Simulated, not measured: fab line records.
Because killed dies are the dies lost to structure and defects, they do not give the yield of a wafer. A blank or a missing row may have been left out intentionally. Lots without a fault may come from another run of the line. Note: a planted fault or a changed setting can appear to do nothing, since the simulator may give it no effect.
fab line records -- flow sky130
[record] lots = 6, wafers = 18, last-day = 50
route steps=708 shown METAL3@556
lots untouched by any fault: they come from a run of this same line in which no faults occurred
start-h: hours from the record's first day to the start of the lot's first wafer shown -- wait-h: hours from the lot's prior step to this one -- " as in the row above -- L1.1+2: a row that stands for several wafers -- - no value, or no start given -- * or withheld: withheld -- < > ~ a bound
route shown NAME@n: names a module that has steps shown in the file, with the first one's number in the route -- usual: mean/standard deviation taken from wafers without a fault -- same: alike in all rows -- chamber/n: place in a boat -- sites: readings site by site -- _std_site: how widely they spread, as a standard deviation -- _edge_site: the outer-site mean with the inner-site mean subtracted -- radius-mm: for every site, how far away it sits from the centre of the wafer -- mask NAME#n: copy n -- behind: the most recent tool/chamber to have shaped the wafer -- hold: why the lot was held/for how many hours/how that ended -- device: the n, p or np transistor that did not switch -- end of line: tests of these same wafers at the route's end -- step lacking rows: just its recipe -- killed: not the wafer's yield, but the dies lost to structure and defects at the first sort -- map: per-die view of a wafer (x killed, . not killed, _ where there is no die)
set.NAME: setting as actually run; set.NAME@STEP: the setting as run at that earlier step -- model.NAME: the simulator's own value behind a step, which no gauge read
lots at some steps of the route; a table a step, a row a wafer
services: the hour from which a tool's chamber was out of use, counted from the record's first day as start-h (under 0 if before that day), plus the number of hours and why
[[steps]]
[step SKY_METAL3_HMDS_06]
[recipe] prime-time-s = 60, prime-temp-c = 120
[step SKY_METAL3_COAT_07]
[recipe] resist = BARC, temp-c = withheld, time-s = withheld, spin-rpm = 3000, resist-thk-nm = 60
[step SKY_METAL3_COAT_08]
[recipe] resist = KrF-thick, spin-rpm = 3000, resist-thk-nm = 1140
[step SKY_METAL3_SOFTBAKE_09]
[recipe] temp-c = 100, time-s = 90, resist = KrF-thick
[step SKY_METAL3_EXPOSE_10]
[recipe] mask-id = MM3, na = 0.68, source-shape = annular, sigma-inner = 0.4, sigma-outer = 0.8, target-cd-nm = 300, dose-mj = 28
[step SKY_METAL3_PEB_11]
[recipe] peb-temp-c = withheld, peb-time-s = withheld, resist = KrF-thick
[step SKY_METAL3_DEVELOP_12]
[recipe] develop-time-s = 60, resist = KrF-thick, dev-temp-c = 21
[step SKY_METAL3_CD_MEAS_13]
[recipe] target-cd-nm = 300
[usual] cd-nm = 300.0/1.4
lot.wafer,tool,chamber,start-h,wait-h,cd-nm
L761.3,cd-sem-02,-,933.29,-,299.6
L761.4,cd-sem-02,-,933.29,-,299.8
L761.6,cd-sem-02,-,933.29,-,301.8
L765.1,cd-sem-02,-,951.40,-,301.9
L765.3,cd-sem-02,-,951.40,-,301.1
L765.5,cd-sem-02,-,951.40,-,302.1
L766.1,cd-sem-01,-,956.80,-,300.5
L766.5,cd-sem-01,-,956.80,-,300.3
L766.6,cd-sem-01,-,956.80,-,300.7
L777.2,cd-sem-02,-,1036.42,-,300.3
L777.5,cd-sem-02,-,1036.42,-,300.7
L777.6,cd-sem-02,-,1036.42,-,301.3
L776.2,cd-sem-01,-,1038.38,-,299.1
L776.3,cd-sem-01,-,1038.38,-,299.6
L776.6,cd-sem-01,-,1038.38,-,300.3
L781.4,cd-sem-01,-,1057.51,-,298.6
L781.5,cd-sem-01,-,1057.51,-,298.1
L781.6,cd-sem-01,-,1057.51,-,300.5
[step SKY_METAL3_OVL_MEAS_14]
[usual] METAL3_OVL = -2/5.6
lot.wafer,tool,chamber,start-h,wait-h,METAL3_OVL[nm]
L761.3,overlay-02,-,933.39,0.1,-8
L761.4,overlay-02,-,933.39,0.1,-2
L761.6,overlay-02,-,933.39,0.1,-8
L765.1,overlay-02,-,951.52,0.1,-16
L765.3,overlay-02,-,951.52,0.1,-13
L765.5,overlay-02,-,951.52,0.1,-16
L766.1,overlay-02,-,956.92,0.1,-9
L766.5,overlay-02,-,956.92,0.1,0
L766.6,overlay-02,-,956.92,0.1,2
L777.2,overlay-01,-,1036.52,0.1,-10
L777.5,overlay-01,-,1036.52,0.1,-7
L777.6,overlay-01,-,1036.52,0.1,-3
L776.2,overlay-02,-,1038.48,0.1,3
L776.3,overlay-02,-,1038.48,0.1,8
L776.6,overlay-02,-,1038.48,0.1,-1
L781.4,overlay-02,-,1057.58,0.1,-2
L781.5,overlay-02,-,1057.58,0.1,-9
L781.6,overlay-02,-,1057.58,0.1,1
[step SKY_METAL3_DESCUM_15]
[recipe] chemistry = O2, source-power-w = 150, bias-power-w = 0, pressure-mtorr = 10, temp-c = 40, time-s = 8
[usual] chamber-pressure-mTorr = 10.000/0.009, drypump-motor-current-A = 6.0/0.39, oes-product-au = 1.006/0.0072
lot.wafer,tool,chamber,start-h,wait-h,chamber-pressure-mTorr,drypump-motor-current-A,oes-product-au,rf-hours-counter-h
L761.3,rie-metal-02,1,933.42,0.0,10.002,5.5,1.005,-
L761.4,rie-metal-02,0,933.42,0.0,9.998,6.4,1.010,-
L761.6,rie-metal-02,1,933.42,0.0,9.994,5.5,1.011,-
L765.1,rie-metal-03,0,951.55,0.0,10.009,5.5,1.010,13
L765.3,rie-metal-03,0,951.55,0.0,9.995,5.5,1.004,-
L765.5,rie-metal-03,0,951.55,0.0,9.996,5.5,1.015,-
L766.1,rie-metal-02,1,956.96,0.0,10.003,5.5,1.002,4
L766.5,rie-metal-02,1,956.96,0.0,10.002,5.5,0.999,-
L766.6,rie-metal-02,0,956.96,0.0,9.994,6.4,1.003,-
L777.2,rie-metal-02,0,1036.55,0.0,9.991,6.3,0.996,19
L777.5,rie-metal-02,1,1036.55,0.0,9.988,5.4,0.987,-
L777.6,rie-metal-02,0,1036.55,0.0,9.998,6.4,0.999,-
L776.2,rie-metal-03,1,1038.51,0.0,9.967,5.9,1.012,11
L776.3,rie-metal-03,1,1038.51,0.0,10.006,5.9,1.013,-
L776.6,rie-metal-03,0,1038.51,0.0,10.007,5.5,1.012,-
L781.4,rie-metal-04,0,1057.62,0.0,10.002,6.4,1.003,-
L781.5,rie-metal-04,1,1057.62,0.0,10.011,5.9,0.999,-
L781.6,rie-metal-04,0,1057.62,0.0,10.006,6.4,1.003,-
[step SKY_METAL3_ETCH_16]
[recipe] chemistry = N2/H2, target = BARC, ion-energy-ev = 200, bias-w = 100, pressure-mtorr = 30, n2-flow-sccm = 100, h2-flow-sccm = 200, icp-w = 500, stop-on = SiO2, time-s = 88.2, target-depth-a = 600
[usual] bias-w = 100.0/0.33, chamber-pressure-mTorr = 30.004/0.028, drypump-motor-current-A = 6.0/0.39, h2-flow-sccm = 200.0/0.59, oes-product-au = 0.626/0.0041, throttle-valve-pct = 13.204/0.0088
lot.wafer,tool,chamber,start-h,wait-h,bias-w,chamber-pressure-mTorr,drypump-motor-current-A,h2-flow-sccm,oes-product-au,rf-hours-counter-h,throttle-valve-pct
L761.3,rie-metal-02,1,933.47,0.0,99.9,30.016,5.5,200.1,0.628,-,13.201
L761.4,rie-metal-02,0,933.47,0.0,99.7,30.039,6.4,200.2,0.632,-,13.191
L761.6,rie-metal-02,1,933.47,0.0,100.0,30.001,5.5,199.0,0.631,-,13.206
L765.1,rie-metal-03,0,951.61,0.1,100.2,29.981,5.5,199.9,0.623,13,13.208
L765.3,rie-metal-03,0,951.61,0.1,100.3,29.993,5.5,199.8,0.627,-,13.193
L765.5,rie-metal-03,0,951.61,0.1,100.4,30.005,5.5,199.3,0.627,-,13.200
L766.1,rie-metal-02,1,956.99,0.0,99.7,30.022,5.5,200.4,0.631,4,13.214
L766.5,rie-metal-02,1,956.99,0.0,99.6,29.996,5.5,199.7,0.619,-,13.210
L766.6,rie-metal-02,0,956.99,0.0,100.3,30.028,6.4,199.4,0.620,-,13.199
L777.2,rie-metal-02,0,1036.58,0.0,99.9,30.034,6.3,199.7,0.625,19,13.214
L777.5,rie-metal-02,1,1036.58,0.0,100.3,29.990,5.5,201.1,0.620,-,13.198
L777.6,rie-metal-02,0,1036.58,0.0,100.6,29.996,6.3,199.9,0.635,-,13.210
L776.2,rie-metal-03,1,1038.54,0.0,99.7,29.956,5.9,200.6,0.631,11,13.196
L776.3,rie-metal-03,1,1038.54,0.0,100.4,29.964,5.9,200.3,0.625,-,13.209
L776.6,rie-metal-03,0,1038.54,0.0,100.5,29.997,5.6,200.4,0.630,-,13.203
L781.4,rie-metal-04,0,1057.69,0.1,99.8,29.996,6.5,199.8,0.631,-,13.208
L781.5,rie-metal-04,1,1057.69,0.1,100.0,29.977,6.0,200.3,0.628,-,13.193
L781.6,rie-metal-04,0,1057.69,0.1,99.6,29.999,6.5,199.9,0.627,-,13.206
[step SKY_METAL3_ETCH_17]
[recipe] target = SiO2, stop-on = TiN, chemistry = C4F8/O2/Ar, source-w = 1500, bias-w = 1200, pressure-mtorr = 40, c4f8-flow-sccm = withheld, O2_flow_sccm = 6, Ar_flow_sccm = 300, time-s = 3.9, target-depth-a = 150
[usual] bias-w = 1200/3.4, chamber-pressure-mTorr = 40.01/0.039, oes-product-au = 0.754/0.0065
lot.wafer,tool,chamber,start-h,wait-h,bias-w,chamber-pressure-mTorr,oes-product-au,rf-hours-counter-h
L761.3,rie-diel-04,0,933.54,0.0,1197,40.04,0.748,2
L761.4,rie-diel-04,3,933.54,0.0,1197,39.97,0.748,-
L761.6,rie-diel-04,0,933.54,0.0,1200,40.01,0.746,-
L765.1,rie-diel-01,1,951.81,0.2,1206,39.97,0.742,17
L765.3,rie-diel-01,0,951.81,0.2,1198,40.02,0.741,6
L765.5,rie-diel-01,3,951.81,0.2,1199,40.06,0.752,-
L766.1,rie-diel-01,3,957.09,0.1,1204,40.05,0.752,4
L766.5,rie-diel-01,1,957.09,0.1,1200,39.97,0.752,-
L766.6,rie-diel-01,0,957.09,0.1,1202,39.90,0.763,-
L777.2,rie-diel-04,2,1036.68,0.1,1192,39.97,0.748,19
L777.5,rie-diel-04,3,1036.68,0.1,1204,40.07,0.768,-
L777.6,rie-diel-04,0,1036.68,0.1,1198,39.95,0.757,-
L776.2,rie-diel-04,3,1038.64,0.1,1196,40.06,0.760,21
L776.3,rie-diel-04,0,1038.64,0.1,1198,39.97,0.751,5
L776.6,rie-diel-04,1,1038.64,0.1,1196,40.03,0.767,-
L781.4,rie-diel-03,3,1057.78,0.0,1201,39.98,0.751,28
L781.5,rie-diel-03,0,1057.78,0.0,1201,39.98,0.765,-
L781.6,rie-diel-03,3,1057.78,0.0,1200,39.99,0.760,-
[step SKY_METAL3_METAL_ETCH_18]
[recipe] target-depth-a = 8450, stop-on = SiO2, over-etch-frac = 0.3, time-s = 183.1, chemistry = Cl2/BCl3, resist-sidewall-deg = 88, pressure-mtorr = 10, icp-w = 900, bias-w = 48.5, Cl2_flow_sccm = 60, bcl3-flow-sccm = 30
[usual] bcl3-flow-sccm = 29.99/0.098, bias-w = 48.52/0.16, chamber-pressure-mTorr = 10.001/0.01, drypump-motor-current-A = 6.0/0.35, oes-product-au = 0.866/0.0059, throttle-valve-pct = 22.264/0.0092
lot.wafer,tool,chamber,start-h,wait-h,bcl3-flow-sccm,bias-w,chamber-pressure-mTorr,drypump-motor-current-A,oes-product-au,rf-hours-counter-h,throttle-valve-pct,model.KrF-thick_of_METAL3_COAT_08.thk-nm,model.SiO2_of_VIA2_HDPCVD_00.thk-nm
L761.3,rie-metal-03,0,933.62,0.1,30.02,48.46,9.997,5.5,0.872,-,22.265,514.3,465.6
L761.4,rie-metal-03,1,933.62,0.1,30.15,48.63,9.992,5.9,0.884,-,22.262,511.5,464.9
L761.6,rie-metal-03,0,933.62,0.1,29.83,48.33,10.002,5.5,0.870,-,22.279,509.2,466.4
L765.1,rie-metal-04,0,951.83,0.0,-,-,-,-,-,-,-,1072,489.5
L765.3,rie-metal-04,1,951.83,0.0,-,-,-,-,-,-,-,1078,489.4
L765.5,rie-metal-04,1,951.83,0.0,-,-,-,-,-,-,-,1077,491.2
L766.1,rie-metal-04,1,957.11,0.0,-,-,-,-,-,-,-,1073,488.9
L766.5,rie-metal-04,1,957.11,0.0,-,-,-,-,-,-,-,1076,488.3
L766.6,rie-metal-04,0,957.11,0.0,-,-,-,-,-,-,-,1075,488.1
L777.2,rie-metal-04,0,1036.70,0.0,29.84,48.54,9.990,6.5,0.862,20,22.262,525.1,464.2
L777.5,rie-metal-04,0,1036.70,0.0,29.89,48.41,10.003,6.5,0.864,-,22.250,523.6,465.1
L777.6,rie-metal-04,1,1036.70,0.0,30.13,48.40,10.010,5.9,0.861,-,22.266,525.6,464.4
L776.2,rie-metal-02,1,1038.66,0.0,30.04,48.45,9.997,5.5,0.867,9,22.268,542.6,463
L776.3,rie-metal-02,0,1038.66,0.0,30.11,48.50,10.006,6.3,0.864,-,22.272,528.7,463
L776.6,rie-metal-02,1,1038.66,0.0,30.04,48.56,9.998,5.5,0.876,-,22.259,542.4,464.1
L781.4,rie-metal-03,0,1057.85,0.1,29.92,48.61,9.998,5.5,0.864,-,22.275,512.1,464.5
L781.5,rie-metal-03,1,1057.85,0.1,29.86,48.50,10.005,6.0,0.864,-,22.259,522.1,465
L781.6,rie-metal-03,0,1057.85,0.1,29.99,48.85,9.994,5.5,0.858,-,22.271,524.8,466.8
[step SKY_METAL3_STRIP_19]
[recipe] chemistry = O2/N2, power-w = 1400, pressure-mtorr = 1500, platen-temp-c = withheld, o2-flow-sccm = 3000, n2-flow-sccm = 300, overash-fraction = 0.5
[usual] chamber-pressure-mTorr = 1499.8/1.3, drypump-motor-current-A = 5.80/0.23, oes-product-au = 0.501/0.005, strip-time-to-endpoint-s = 6.49/0.071
lot.wafer,tool,chamber,start-h,wait-h,chamber-pressure-mTorr,drypump-motor-current-A,oes-product-au,rf-hours-counter-h,strip-time-to-endpoint-s
L761.3,plasma-asher-02,0,933.77,0.1,1500.2,5.80,0.490,-,6.43
L761.4,plasma-asher-02,1,933.77,0.1,1499.8,6.06,0.487,-,6.38
L761.6,plasma-asher-02,1,933.77,0.1,1500.1,6.06,0.494,-,6.36
L765.1,plasma-asher-03,1,952.01,0.1,1498.1,5.74,0.714,87,11.84
L765.3,plasma-asher-03,0,952.01,0.1,1499.3,5.83,0.710,-,11.89
L765.5,plasma-asher-03,1,952.01,0.1,1500.4,5.70,0.713,-,11.86
L766.1,plasma-asher-03,1,957.29,0.1,1499.1,5.72,0.717,87,11.81
L766.5,plasma-asher-03,0,957.29,0.1,1498.7,5.83,0.717,-,11.86
L766.6,plasma-asher-03,1,957.29,0.1,1499.1,5.68,0.722,-,11.84
L777.2,plasma-asher-03,0,1036.88,0.1,1502.3,5.82,0.503,95,6.51
L777.5,plasma-asher-03,1,1036.88,0.1,1500.1,5.69,0.500,-,6.51
L777.6,plasma-asher-03,0,1036.88,0.1,1501.6,5.80,0.497,-,6.52
L776.2,plasma-asher-02,0,1038.84,0.1,1501.0,5.80,0.510,59,6.70
L776.3,plasma-asher-02,1,1038.84,0.1,1499.6,6.05,0.502,-,6.56
L776.6,plasma-asher-02,0,1038.84,0.1,1497.4,5.80,0.507,-,6.70
L781.4,plasma-asher-02,0,1058.01,0.1,1498.5,5.81,0.499,-,6.39
L781.5,plasma-asher-02,1,1058.01,0.1,1499.8,6.11,0.504,-,6.49
L781.6,plasma-asher-02,0,1058.01,0.1,1500.8,5.80,0.504,-,6.51
[step SKY_METAL3_STRIP_20]
[recipe] chemistry = post-etch-residue-remover, time-s = 1200, temp-c = 72.5
[[services]]
tool,chamber,start-h,hours,kind
plasma-asher-03,-,921.52,1.1,repair
rie-diel-04,2,925.67,8.3,repair
rie-diel-01,3,942.61,4.4,repair
rie-metal-03,1,948.72,16.2,repair
rie-diel-01,1,980.43,18.8,repair
rie-diel-03,-,1024.52,15.6,pm
rie-diel-01,0,1030.83,5.2,repair
rie-diel-03,0,1040.67,4.8,repair
rie-diel-03,1,1042.71,4.4,repair
rie-diel-03,-,1047.35,0.5,repair
[[key]]
[first-sign] step = SKY_METAL3_METAL_ETCH_18, reading = tool-record, direction = missing
[effect] step = SKY_METAL3_STRIP_19, reading = strip-time-to-endpoint-s, direction = up, sigmas = 76, usual = *, struck = *
[model-effect] step = SKY_METAL3_METAL_ETCH_18, value = KrF-thick_of_METAL3_COAT_08.thk-nm, without = 523.1, struck = 1075
met-at SKY_METAL3_METAL_ETCH_18
struck-wafers L765.1,L765.3,L765.5,L766.1,L766.5,L766.6
later-rows-left-out L765.1,L765.3,L765.5,L766.1,L766.5,L766.6
sort-left-out L765.1,L765.3,L765.5,L766.1,L766.5,L766.6
[fault] kind = skipped-step-whole, tool = rie-metal-04, chamber = -, onset-h = 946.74, steps = SKY_METAL3_METAL_ETCH_18, scope = struck-lots-only
// sort-left-out: the simulated sort isn't trusted on such a fault, so these wafers' sort isn't shown, and their yield isn't known
// later-rows-left-out: the simulator's readings of these wafers behind a module that went badly wrong aren't trusted and aren't shown, but for the sort
